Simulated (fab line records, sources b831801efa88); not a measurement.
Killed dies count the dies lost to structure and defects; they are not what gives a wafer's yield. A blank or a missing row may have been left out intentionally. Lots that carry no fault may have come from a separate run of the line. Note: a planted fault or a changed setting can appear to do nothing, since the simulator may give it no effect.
Matching of chambers | flow gf180mcu | 3 sister chambers for GF_V1_CVD_02 on pecvd-03
The step deposits SiO2 from TEOS, target thk 850 nm, time 94.851 s. 6 wafers are shown with their chamber, then 12 later ones without.

== WAFERS, EACH WITH ITS CHAMBER ==
wafer  | chamber | heater power w (W)
L085.1 | 1       | 602
L086.1 | 0       | 734
L086.4 | 1       | 576
L089.1 | 2       | 650
L089.4 | 2       | 521
L089.5 | 0       | 775

== WAFERS MISSING THEIR CHAMBER ==
wafer  | heater power w (W)
L091.3 | 636
L091.4 | 678
L091.5 | 655
L092.1 | 616
L092.2 | 660
L092.3 | 696
L092.4 | 684
L092.5 | 763
L092.6 | 529
L096.1 | 565
L096.2 | 652
L096.4 | 740

== CHAMBER TAKEN BY EACH ==
wafer  | from the rows above          | in truth
L091.3 | can't be placed: 1 or 2 or 0 | 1
L091.4 | can't be placed: 0 or 1 or 2 | 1
L091.5 | can't be placed: 1 or 2 or 0 | 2
L092.1 | can't be placed: 1 or 2 or 0 | 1
L092.2 | can't be placed: 1 or 2 or 0 | 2
L092.3 | can't be placed: 0 or 1 or 2 | 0
L092.4 | can't be placed: 0 or 1 or 2 | 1
L092.5 | 0                            | 0
L092.6 | can't be placed: 2 or 1      | 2
L096.1 | can't be placed: 2 or 1      | 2
L096.2 | can't be placed: 1 or 2 or 0 | 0
L096.4 | 0                            | 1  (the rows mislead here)
Correctly placed: 1 of 12. These rows do not allow placing 10 (true chamber among the candidates in 10). Wrongly placed: 1.
How it was worked out, from the rows above alone: a wafer's distance from a chamber is the root of the sum, over the readings, of the square of ((its reading less the chamber's mean) divided by the reading's scatter). The wafer belongs to the nearest chamber; if the next one is less than 2 further off, it can't be placed. A chamber's mean is the mean of its shown wafers. The scatter is the square root of a quotient: the sum, over the shown wafers, of each reading's squared deviation from its chamber's mean, divided by wafers minus chambers.
